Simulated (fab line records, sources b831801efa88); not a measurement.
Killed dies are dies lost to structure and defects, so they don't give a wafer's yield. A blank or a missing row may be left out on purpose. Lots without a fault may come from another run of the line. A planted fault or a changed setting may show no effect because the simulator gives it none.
Which tool did it? | flow gf180mcu | 14 lots, 42 wafers sampled, at 5 steps of a route of 602

WHAT THE GAUGES READ, wafer by wafer
GF_HV_LDD_CD_MEAS_46: target cd 400 nm. Usual: cd_nm 400.1 nm, standard deviation 2.9.
lot  | measured     | on        | cd_nm (nm)        | flag
L217 | day 12 14:41 | cd_sem-02 | 403.8 406.4 403.3 |
L216 | day 12 15:20 | cd_sem-02 | 400.7 399.3 399.8 |
L218 | day 12 23:40 | cd_sem-01 | 400.7 400.7 400.7 |
L219 | day 13 11:59 | cd_sem-01 | 396.4 396.5 398.7 |
L221 | day 13 19:28 | cd_sem-02 | 399.3 400.3 402.4 |
L222 | day 14 06:17 | cd_sem-02 | 400.5 400.4 397.0 |
L224 | day 14 22:25 | cd_sem-01 | 399.1 398.5 399.2 |
L225 | day 15 06:34 | cd_sem-01 | 403.3 403.8 403.0 |
L226 | day 15 14:05 | cd_sem-01 | 401.0 400.7 399.5 |
L233 | day 17 20:14 | cd_sem-01 | 403.1 400.6 403.4 |
L235 | day 18 18:26 | cd_sem-02 | 399.6 398.9 399.4 |
L237 | day 19 11:25 | cd_sem-02 | 398.5 397.4 398.2 |
L238 | day 19 17:35 | cd_sem-02 | 394.0 393.2 396.2 |
L239 | day 20 02:24 | cd_sem-02 | 398.2 397.4 397.2 |

GF_HV_LDD_THK_MEAS_55. Usual: HV_LDD_CVD_54_THK 10.07 nm, standard deviation 0.18.
lot  | measured     | on            | HV_LDD_CVD_54_THK (nm) | flag
L217 | day 12 16:23 | film_metro-02 | 10.22 10.20 10.03      |
L216 | day 12 17:15 | film_metro-02 | 9.95 9.97 10.06        |
L218 | day 13 01:24 | film_metro-04 | 10.46 10.43 10.42      |
L219 | day 13 13:43 | film_metro-01 | 10.44 10.32 10.24      |
L221 | day 13 21:46 | film_metro-01 | 10.34 10.34 10.34      |
L222 | day 14 07:59 | film_metro-02 | 9.96 10.01 10.07       |
L224 | day 15 00:08 | film_metro-04 | 9.90 9.81 9.94         |
L225 | day 15 08:16 | film_metro-04 | 9.94 9.87 9.85         |
L226 | day 15 15:50 | film_metro-02 | 9.95 9.93 9.83         |
L233 | day 17 21:56 | film_metro-02 | 10.35 10.34 10.29      |
L235 | day 18 20:51 | film_metro-01 | 10.10 10.03 10.09      |
L237 | day 19 13:08 | film_metro-02 | 9.95 9.95 10.11        |
L238 | day 19 19:21 | film_metro-01 | 10.05 9.96 10.07       |
L239 | day 20 04:10 | film_metro-01 | 9.79 9.75 9.80         |

GF_SALICIDE_RS_MEAS_04: measures by four-point-probe. Usual: SALICIDE_TIN_RS 16.30 ohm/sq, standard deviation 0.27.
lot  | measured     | on            | SALICIDE_TIN_RS (ohm/sq) | flag
L217 | day 15 08:46 | film_metro-02 | 16.45 16.20 16.47        |
L216 | day 15 11:28 | film_metro-03 | 15.98 15.92 16.01        |
L218 | day 15 18:25 | film_metro-03 | 17.06 16.89 16.88        |
L219 | day 16 09:54 | film_metro-03 | 16.36 16.48 16.47        |
L221 | day 16 18:04 | film_metro-02 | 16.31 16.40 16.19        |
L222 | day 17 04:32 | film_metro-02 | 16.47 16.24 16.19        |
L224 | day 17 22:01 | film_metro-03 | 16.41 16.44 16.09        |
L225 | day 18 07:11 | film_metro-04 | 16.10 16.54 16.35        |
L226 | day 18 16:02 | film_metro-03 | 8.47 8.37 8.43           | OFF
L233 | day 21 01:57 | film_metro-04 | 8.28 8.32 8.34           | OFF
L235 | day 22 00:56 | film_metro-02 | 15.81 15.72 15.99        |
L237 | day 22 15:28 | film_metro-03 | 16.47 16.05 16.01        |
L238 | day 22 22:32 | film_metro-03 | 16.06 15.96 15.85        |
L239 | day 23 05:24 | film_metro-02 | 16.08 16.22 16.43        |

GF_CONTACT_OVL_MEAS_15. Usual: CONTACT_OVL -1 nm, standard deviation 5.7.
lot  | measured     | on         | CONTACT_OVL (nm) | flag
L217 | day 16 08:04 | overlay-01 | -2 -2 2          |
L216 | day 16 10:08 | overlay-01 | 6 13 13          |
L218 | day 16 17:59 | overlay-02 | -1 2 -5          |
L219 | day 17 10:08 | overlay-02 | 2 0 4            |
L221 | day 17 18:16 | overlay-01 | -1 6 3           |
L222 | day 18 05:13 | overlay-02 | -7 -2 2          |
L224 | day 18 23:40 | overlay-01 | 6 13 14          |
L225 | day 19 08:25 | overlay-02 | -2 -8 -7         |
L226 | day 19 17:17 | overlay-01 | 0 0 3            |
L233 | day 22 02:22 | overlay-02 | 3 1 -2           |
L235 | day 23 00:52 | overlay-02 | -4 -4 -4         |
L237 | day 23 15:37 | overlay-02 | -5 -5 0          |
L238 | day 23 22:25 | overlay-01 | -4 2 -9          |
L239 | day 24 05:02 | overlay-02 | -15 -2 -6        |

WHICH TOOL RAN EACH LOT (tool, then ch and the chambers of the sampled wafers, then the start)
lot  | GF_SALICIDE_SPUTTER_02
L217 | pvd_sputter-04, day 15 08:39
L216 | pvd_sputter-02, day 15 11:23
L218 | pvd_sputter-01, day 15 18:22
L219 | pvd_sputter-04, day 16 09:51
L221 | pvd_sputter-01, day 16 18:00
L222 | pvd_sputter-02, day 17 04:27
L224 | pvd_sputter-04, day 17 21:57
L225 | pvd_sputter-04, day 18 07:06
L226 | pvd_sputter-04, day 18 15:46
L233 | pvd_sputter-04, day 21 01:41
L235 | pvd_sputter-04, day 22 00:53
L237 | pvd_sputter-02, day 22 15:24
L238 | pvd_sputter-01, day 22 22:27
L239 | pvd_sputter-01, day 23 05:17
- GF_SALICIDE_SPUTTER_02: material Co, target thk 10 nm, time 20 s.

WHAT THE TOOLS THEMSELVES READ (means of the sampled wafers that have a number; where no wafer has one, the mark that the record gives instead)
GF_SALICIDE_SPUTTER_02. Usual: throttle_valve_pct 30.0 %, standard deviation 0.73.
lot  | tool           | throttle_valve_pct (%) | flag
L217 | pvd_sputter-04 | 29.9                   |
L216 | pvd_sputter-02 | 29.7                   |
L218 | pvd_sputter-01 | 30.2                   |
L219 | pvd_sputter-04 | 30.5                   |
L221 | pvd_sputter-01 | 30.1                   |
L222 | pvd_sputter-02 | 30.1                   |
L224 | pvd_sputter-04 | 30.6                   |
L225 | pvd_sputter-04 | 30.0                   |
L226 | pvd_sputter-04 | 30.6                   |
L233 | pvd_sputter-04 | 30.0                   |
L235 | pvd_sputter-04 | 30.0                   |
L237 | pvd_sputter-02 | 29.9                   |
L238 | pvd_sputter-01 | 30.2                   |
L239 | pvd_sputter-01 | 29.3                   |

THE ANSWER, worked out from the rows above alone
Rule: a lot is off if the mean of its wafers that have a number lies more than 3 standard deviations from the usual mean. A lot without any number at a reading at which 4 lots or more have one is off too. The other lots that the step has rows for count as sound. The gauges are gone through in route order, then the tools' own readings, and for those a lot's mean is taken as printed above. The first step at which some lot is off is used, and at that step the reading that is off furthest; a lot without a number counts as furthest.
Off: L226, L233, at GF_SALICIDE_RS_MEAS_04 (SALICIDE_TIN_RS).
A tool fits if, at a process step before that reading, it ran every lot that is off, and no sound lot after the first of them. The gauges at GF_SALICIDE_RS_MEAS_04 are tried like those tools. None of those tried fits.

WHAT THE SIMULATOR HAD PUT IN
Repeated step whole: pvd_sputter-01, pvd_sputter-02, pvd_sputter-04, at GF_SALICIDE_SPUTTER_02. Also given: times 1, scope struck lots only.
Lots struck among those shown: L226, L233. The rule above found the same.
